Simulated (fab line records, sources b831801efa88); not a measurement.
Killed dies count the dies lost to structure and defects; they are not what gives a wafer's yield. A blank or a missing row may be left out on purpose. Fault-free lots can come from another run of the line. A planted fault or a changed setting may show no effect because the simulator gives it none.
Which of the tools did it? ; flow gf180mcu ; 11 lots, 33 wafers sampled, at 4 steps of a route of 602

## WHAT THE GAUGES READ, wafer by wafer
GF_VT_IMPLANT_RS_MEAS_48: a four-point-probe measurement.
lot;measured;on;LVPWELL_RS (ohm/sq)
L534;day 7 20:03;film_metro-03;1197 1199 1199
L535;day 8 01:53;film_metro-01;1198 1200 1200
L537;day 8 16:14;film_metro-04;1191 1194 1190
L541;day 9 18:41;film_metro-03;1196 1198 1194
L543;day 10 09:22;film_metro-04;1197 1193 1193
L544;day 10 17:35;film_metro-01;1196 1194 1197
L547;day 11 11:54;film_metro-04;1163 1166 1166 1165 1164 1166
L548;day 11 18:03;film_metro-01;1169 1172 1173 1171 1169 1172
L552;day 12 22:54;film_metro-04;1201 1199 1199
L554;day 13 08:55;film_metro-03;1195 1194 1194
L556;day 14 01:26;film_metro-04;1197 1198 1198

GF_VT_IMPLANT_RS_MEAS_49: a four-point-probe measurement.
lot;measured;on;MVPSD_RS (ohm/sq)
L534;day 7 20:10;film_metro-03;1171.9 1170.8 1172.0
L535;day 8 02:00;film_metro-01;1167.1 1169.7 1172.2
L537;day 8 16:21;film_metro-04;1171.8 1173.8 1174.7
L541;day 9 18:49;film_metro-03;1169.6 1170.4 1171.5
L543;day 10 09:29;film_metro-04;1164.6 1166.6 1166.8
L544;day 10 17:43;film_metro-01;1168.7 1172.2 1169.8
L547;day 11 16:55;film_metro-04;1165.5 1169.9 1169.8
L548;day 11 20:39;film_metro-01;1167.7 1168.1 1169.0
L552;day 12 23:01;film_metro-04;1170.9 1169.2 1172.7
L554;day 13 09:02;film_metro-03;1174.2 1169.5 1170.4
L556;day 14 01:33;film_metro-04;1173.4 1173.9 1173.1

## WHICH TOOL RAN EACH LOT (tool, then ch and the chambers of the sampled wafers, then the start)
lot;GF_LVPWELL_IMPLANT_08;GF_MVSD_STRIP_10
L534;implanter-02 ch 0, day 4 02:31;plasma_asher-04 ch 0,1, day 4 15:55
L535;implanter-02 ch 0, day 4 07:44;plasma_asher-04 ch 0,1, day 4 21:34
L537;implanter-02 ch 0, day 4 19:44;plasma_asher-01 ch 0,1, day 5 10:04
L541;implanter-02 ch 0, day 5 18:37;plasma_asher-03 ch 0,1, day 6 10:02
L543;implanter-01 ch 0, day 6 05:04;plasma_asher-03 ch 0,1, day 6 20:31
L544;implanter-03 ch 0, day 6 11:19;plasma_asher-03 ch 0,1, day 7 03:16
L547;implanter-03 ch 0, day 7 03:59;plasma_asher-04 ch 0,1, day 7 20:17
L548;implanter-03 ch 0, day 7 09:28;plasma_asher-04 ch 0,1, day 8 01:24
L552;implanter-01 ch 0, day 8 07:52;plasma_asher-04 ch 0,1, day 9 00:59
L554;implanter-01 ch 0, day 8 17:24;plasma_asher-01 ch 0,1, day 9 10:34
L556;implanter-02 ch 0, day 9 07:23;plasma_asher-01 ch 0, day 10 01:40
- GF_LVPWELL_IMPLANT_08
- GF_MVSD_STRIP_10: strips in O2/N2.

## AS READ BY THE TOOLS THEMSELVES (means over the sampled wafers that have a number; for cases with no such wafer, the mark the record gives instead)
GF_LVPWELL_IMPLANT_08.
lot;tool;dose_ions_cm2;end_station_pressure_torr (Torr);faraday_current_uA
L534;implanter-02;1.4988e+13;4.98e-06;85.5
L535;implanter-02;1.4991e+13;5.16e-06;85.4
L537;implanter-02;1.5011e+13;5.14e-06;85.3
L541;implanter-02;1.4994e+13;5.13e-06;85.7
L543;implanter-01;1.4992e+13;4.84e-06;84.3
L544;implanter-03;1.4995e+13;5.13e-06;85.6
L547;implanter-03;1.5721e+13;4.91e-06;89.6
L548;implanter-03;1.5720e+13;4.75e-06;89.3
L552;implanter-01;1.5004e+13;5.11e-06;86.0
L554;implanter-01;1.5000e+13;4.89e-06;84.4
L556;implanter-02;1.5016e+13;4.87e-06;86.3

GF_MVSD_STRIP_10.
lot;tool;drypump_motor_current_A (A);heater_power_w (W);oes_product_au (a.u.);platen_temp_c (C);strip_time_to_endpoint_s (s)
L534;plasma_asher-04;5.29;318;0.720;250.11;37.01
L535;plasma_asher-04;5.29;311;0.725;249.84;37.07
L537;plasma_asher-01;5.86;315;0.723;249.76;37.10
L541;plasma_asher-03;5.69;345;0.722;250.14;37.18
L543;plasma_asher-03;5.82;367;0.723;249.75;36.96
L544;plasma_asher-03;5.66;347;0.725;250.24;37.02
L547;plasma_asher-04;5.27;321;0.724;250.07;36.90
L548;plasma_asher-04;5.26;321;0.721;249.97;37.05
L552;plasma_asher-04;5.29;318;0.719;250.19;37.10
L554;plasma_asher-01;5.73;306;0.721;250.11;37.04
L556;plasma_asher-01;6.03;317;0.725;250.20;37.10

## THE ANSWER, worked out from the rows above alone
Rule: what is usual is taken from the lots themselves. Put in order of their means at a reading, lots are off if they are a third of the lots or fewer, leave a main group of 4 or more, and stand apart from it by a gap of 3 or more times the standard deviation of the main group's means; of several such gaps the widest counts. If all means in a main group match to the digits the tables above print for the reading, that group is not used. Also off: a lot with no number at a reading for which 4 or more lots have one. The other lots that the step has rows for count as sound. First the gauges in route order, then the tools' own readings, where a lot's mean is used as printed above. At the first step where some lot is off, the reading lying furthest off is the one used; lots without a number count as furthest.
Off: at GF_VT_IMPLANT_RS_MEAS_48 (LVPWELL_RS), L547, L548. The main group: mean 1196 ohm/sq, standard deviation 2.5.
If a tool, at a process step before that reading, ran all the lots that are off and no sound lot after the first of them, it fits. The gauges at GF_VT_IMPLANT_RS_MEAS_48 aren't tried: what is off there is off at GF_LVPWELL_IMPLANT_08 too, on other tools, and a gauge's error can't cause that. One fits: GF_LVPWELL_IMPLANT_08 on implanter-03. Its last sound lot is L544 (day 6 11:19), its first lot that is off L547 (day 7 03:59): a fault that began between those two fits.
The tool's own readings at GF_LVPWELL_IMPLANT_08 bear it out: on the lots that are off they differ by more than 5 times the standard deviation of the sound lots' means. dose_ions_cm2 reads 1.5720e+13 there against 1.4999e+13 on the sound lots; faraday_current_uA reads 89.4 there against 85.4 on the sound lots.

## WHAT HAD BEEN PUT IN BY THE SIMULATOR
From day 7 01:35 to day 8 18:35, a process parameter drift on implanter-03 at GF_LVPWELL_IMPLANT_08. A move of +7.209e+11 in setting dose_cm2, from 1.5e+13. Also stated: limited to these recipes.
Lots struck among those shown: L547, L548. This agrees with what the rule above found.
